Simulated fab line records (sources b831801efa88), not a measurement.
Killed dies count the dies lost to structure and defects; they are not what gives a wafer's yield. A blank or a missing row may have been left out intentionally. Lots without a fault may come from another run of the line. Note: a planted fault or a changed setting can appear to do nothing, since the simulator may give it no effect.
Check for tools in common || flow sky130 || 33 wafers sampled across 11 lots

== REASON FOR OPENING ==
SKY_SD_P_TW_MEAS_11, reading SD_P_TW: flagged on 2 of 11 lots. No-fault wafers: 2838, standard deviation 36.
Rule: a lot gets a flag if all its wafers with a number sit over 4 standard deviations from that mean, or if no wafer of it has a number. As for the other lots, they are considered sound.

{"lot": "L252", "measured": "day 27 09:27", "on": "film_metro-02", "SD_P_TW, wafer by wafer": "2886 2882 2876", "flag": ""}
{"lot": "L248", "measured": "day 27 14:45", "on": "film_metro-01", "SD_P_TW, wafer by wafer": "2834 2823 2816", "flag": ""}
{"lot": "L254", "measured": "day 28 02:37", "on": "film_metro-01", "SD_P_TW, wafer by wafer": "2813 2807 2806", "flag": ""}
{"lot": "L255", "measured": "day 28 06:50", "on": "film_metro-01", "SD_P_TW, wafer by wafer": "2821 2808 2804", "flag": ""}
{"lot": "L260", "measured": "day 30 01:01", "on": "film_metro-02", "SD_P_TW, wafer by wafer": "3053 3055 3051", "flag": "FLAGGED"}
{"lot": "L261", "measured": "day 30 08:02", "on": "film_metro-02", "SD_P_TW, wafer by wafer": "3050 3058 3056", "flag": "FLAGGED"}
{"lot": "L266", "measured": "day 31 23:16", "on": "film_metro-04", "SD_P_TW, wafer by wafer": "2798 2783 2803", "flag": ""}
{"lot": "L267", "measured": "day 32 06:36", "on": "film_metro-02", "SD_P_TW, wafer by wafer": "2871 2870 2871", "flag": ""}
{"lot": "L269", "measured": "day 32 23:53", "on": "film_metro-01", "SD_P_TW, wafer by wafer": "2810 2812 2806", "flag": ""}
{"lot": "L270", "measured": "day 33 02:09", "on": "film_metro-02", "SD_P_TW, wafer by wafer": "2870 2882 2900", "flag": ""}
{"lot": "L271", "measured": "day 33 10:55", "on": "film_metro-01", "SD_P_TW, wafer by wafer": "2807 2828 2832", "flag": ""}
On average the flagged lots' numbers are 3054, which is +216 against the usual, or +6 standard deviations.

== LOT BY LOT: THE TOOL USED ==
The record holds 2 process steps before the reading, out of a route of 708 steps. In each cell: the tool, then ch and the chambers that the sampled wafers went through, then the start.
{"lot": "L252", "flag": "", "SKY_POLY_CUT_ETCH_11": "rie_diel-01 ch 0,1,2, day 26 04:59", "SKY_SD_P_IMPLANT_09": "implanter-04 ch 0, day 27 09:12"}
{"lot": "L248", "flag": "", "SKY_POLY_CUT_ETCH_11": "rie_diel-02 ch 0,1, day 26 09:35", "SKY_SD_P_IMPLANT_09": "implanter-03 ch 0, day 27 14:30"}
{"lot": "L254", "flag": "", "SKY_POLY_CUT_ETCH_11": "rie_diel-04 ch 2,3, day 26 22:11", "SKY_SD_P_IMPLANT_09": "implanter-03 ch 0, day 28 02:24"}
{"lot": "L255", "flag": "", "SKY_POLY_CUT_ETCH_11": "rie_diel-01 ch 0,2,3, day 27 02:11", "SKY_SD_P_IMPLANT_09": "implanter-02 ch 0, day 28 06:38"}
{"lot": "L260", "flag": "FLAGGED", "SKY_POLY_CUT_ETCH_11": "rie_diel-01 ch 0,1,3, day 28 19:53", "SKY_SD_P_IMPLANT_09": "implanter-03 ch 0, day 30 00:46"}
{"lot": "L261", "flag": "FLAGGED", "SKY_POLY_CUT_ETCH_11": "rie_diel-02 ch 1,2, day 29 03:50", "SKY_SD_P_IMPLANT_09": "implanter-03 ch 0, day 30 07:49"}
{"lot": "L266", "flag": "", "SKY_POLY_CUT_ETCH_11": "rie_diel-02 ch 0,1,2, day 30 20:24", "SKY_SD_P_IMPLANT_09": "implanter-04 ch 0, day 31 23:01"}
{"lot": "L267", "flag": "", "SKY_POLY_CUT_ETCH_11": "rie_diel-01 ch 0,1,3, day 31 03:45", "SKY_SD_P_IMPLANT_09": "implanter-02 ch 0, day 32 06:21"}
{"lot": "L269", "flag": "", "SKY_POLY_CUT_ETCH_11": "rie_diel-04 ch 0,1,2, day 31 21:16", "SKY_SD_P_IMPLANT_09": "implanter-02 ch 0, day 32 23:40"}
{"lot": "L270", "flag": "", "SKY_POLY_CUT_ETCH_11": "rie_diel-04 ch 0,1, day 31 23:05", "SKY_SD_P_IMPLANT_09": "implanter-04 ch 0, day 33 01:54"}
{"lot": "L271", "flag": "", "SKY_POLY_CUT_ETCH_11": "rie_diel-04 ch 1,3, day 32 08:29", "SKY_SD_P_IMPLANT_09": "implanter-04 ch 0, day 33 10:40"}
What is done by these steps:
- SKY_POLY_CUT_ETCH_11: etches Si3N4 in CF4/CH2F2/Ar, stops on poly-Si, time 42.5 s, target depth 60 nm.
- SKY_SD_P_IMPLANT_09
- SKY_SD_P_TW_MEAS_11

== FLAGGED OVER TOTAL, TOOL BY TOOL (the gauges that took the reading come last) ==
{"step": "SKY_POLY_CUT_ETCH_11", "tool": "rie_diel-01", "lots run": 4, "flagged": 1, "share of the flagged lots": "some", "sound lots run after its first flagged lot": "1 (L267)"}
{"step": "SKY_POLY_CUT_ETCH_11", "tool": "rie_diel-02", "lots run": 3, "flagged": 1, "share of the flagged lots": "some", "sound lots run after its first flagged lot": "1 (L266)"}
{"step": "SKY_POLY_CUT_ETCH_11", "tool": "rie_diel-04", "lots run": 4, "flagged": 0, "share of the flagged lots": "none", "sound lots run after its first flagged lot": "-"}
{"step": "SKY_SD_P_IMPLANT_09", "tool": "implanter-02", "lots run": 3, "flagged": 0, "share of the flagged lots": "none", "sound lots run after its first flagged lot": "-"}
{"step": "SKY_SD_P_IMPLANT_09", "tool": "implanter-03", "lots run": 4, "flagged": 2, "share of the flagged lots": "all", "sound lots run after its first flagged lot": 0}
{"step": "SKY_SD_P_IMPLANT_09", "tool": "implanter-04", "lots run": 4, "flagged": 0, "share of the flagged lots": "none", "sound lots run after its first flagged lot": "-"}
{"step": "SKY_SD_P_TW_MEAS_11", "tool": "film_metro-01", "lots run": 5, "flagged": 0, "share of the flagged lots": "none", "sound lots run after its first flagged lot": "-"}
{"step": "SKY_SD_P_TW_MEAS_11", "tool": "film_metro-02", "lots run": 5, "flagged": 2, "share of the flagged lots": "all", "sound lots run after its first flagged lot": "2 (L267,L270)"}
{"step": "SKY_SD_P_TW_MEAS_11", "tool": "film_metro-04", "lots run": 1, "flagged": 0, "share of the flagged lots": "none", "sound lots run after its first flagged lot": "-"}

== WHAT IS ALLOWED BY THE TABLE ==
implanter-03 at SKY_SD_P_IMPLANT_09 and film_metro-02 at SKY_SD_P_TW_MEAS_11 are the 2 rows of the table that ran each flagged lot.
- implanter-03 at SKY_SD_P_IMPLANT_09: 2 of its 4 lots flagged. A fault beginning between L254 (day 28 02:24), its last sound lot, and L260 (day 30 00:46), its first flagged one, fits the data. Its own readings lie more than 4 standard deviations out on every wafer of the flagged lots: tilt_deg.
- film_metro-02 at SKY_SD_P_TW_MEAS_11: 2 of its 5 lots flagged. Lots that were sound ran on it after the first flagged one (L267, L270); a persistent fault on the entire tool would not allow that.
implanter-03 at SKY_SD_P_IMPLANT_09 is the single tool remaining.

== WHAT HAD BEEN PUT IN BY THE SIMULATOR ==
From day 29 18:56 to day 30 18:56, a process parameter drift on implanter-03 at SKY_SD_P_IMPLANT_09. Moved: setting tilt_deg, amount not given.
Struck lots among those shown: L260, L261. Same finding as the rule above.
